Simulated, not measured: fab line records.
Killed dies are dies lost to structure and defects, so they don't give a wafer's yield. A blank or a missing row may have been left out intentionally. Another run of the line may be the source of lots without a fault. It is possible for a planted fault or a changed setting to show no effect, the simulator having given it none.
Which tool is to blame? || flow sky130 || 12 lots (36 wafers sampled), 1 step of a 708-step route

== WHAT THE GAUGES READ, wafer by wafer ==
SKY_SD_N_OVL_MEAS_08.
{"lot": "L153", "measured": "day 27 20:00", "on": "overlay-01", "SD_N_OVL (nm)": "-0.6 0.1 1.1"}
{"lot": "L156", "measured": "day 29 13:00", "on": "overlay-02", "SD_N_OVL (nm)": "-0.2 -2.1 -0.7"}
{"lot": "L159", "measured": "day 29 16:52", "on": "overlay-01", "SD_N_OVL (nm)": "-1.5 -0.1 0.1"}
{"lot": "L161", "measured": "day 30 14:54", "on": "overlay-01", "SD_N_OVL (nm)": "0.6 1.9 1.0"}
{"lot": "L162", "measured": "day 30 18:52", "on": "overlay-01", "SD_N_OVL (nm)": "1.0 5.4 2.4"}
{"lot": "L163", "measured": "day 31 06:28", "on": "overlay-01", "SD_N_OVL (nm)": "1.1 1.0 0.6"}
{"lot": "L164", "measured": "day 31 15:55", "on": "overlay-01", "SD_N_OVL (nm)": "2.8 -1.7 0.1"}
{"lot": "L169", "measured": "day 33 07:40", "on": "overlay-01", "SD_N_OVL (nm)": "1.3 0.5 -0.1"}
{"lot": "L172", "measured": "day 34 06:58", "on": "overlay-02", "SD_N_OVL (nm)": "-1.1 -0.1 1.5"}
{"lot": "L173", "measured": "day 34 07:57", "on": "overlay-01", "SD_N_OVL (nm)": "-1.5 2.8 1.7"}
{"lot": "L175", "measured": "day 34 18:01", "on": "overlay-02", "SD_N_OVL (nm)": "2.1 0.2 3.3"}
{"lot": "L176", "measured": "day 35 01:06", "on": "overlay-02", "SD_N_OVL (nm)": "0.9 -2.2 0.1"}

== EACH LOT AND THE TOOL THAT RAN IT (in order: tool; ch and the chambers of the sampled wafers; start) ==
The record shows no process step preceding these readings.

== AS READ BY THE TOOLS THEMSELVES (means over the sampled wafers that have a number; for cases with no such wafer, the mark the record gives instead) ==
The record holds no such reading with a usual standard deviation.

== THE ANSWER, worked out from the rows above alone ==
Rule: the lots themselves supply what counts as usual. The widest of any qualifying gaps counts: lots, ordered by their means at a reading, are off when they make up no more than a third of the lots, leave a main group of 4 or more, and stand apart from it by 3 or more times the standard deviation of that group's means. Not used: any main group whose means are identical at the precision the tables above print for the reading. Also off: a lot with no number at a reading for which 4 or more lots have one. Where the step has rows for the other lots, those lots are counted as sound. First the gauges in route order, then the tools' own readings, where a lot's mean is used as printed above. At the first step where some lot is off, the reading lying furthest off is the one used; lots without a number count as furthest.
Across all readings shown, no lot is off: no conclusion can be drawn from this.

== WHAT THE SIMULATOR PUT IN ==
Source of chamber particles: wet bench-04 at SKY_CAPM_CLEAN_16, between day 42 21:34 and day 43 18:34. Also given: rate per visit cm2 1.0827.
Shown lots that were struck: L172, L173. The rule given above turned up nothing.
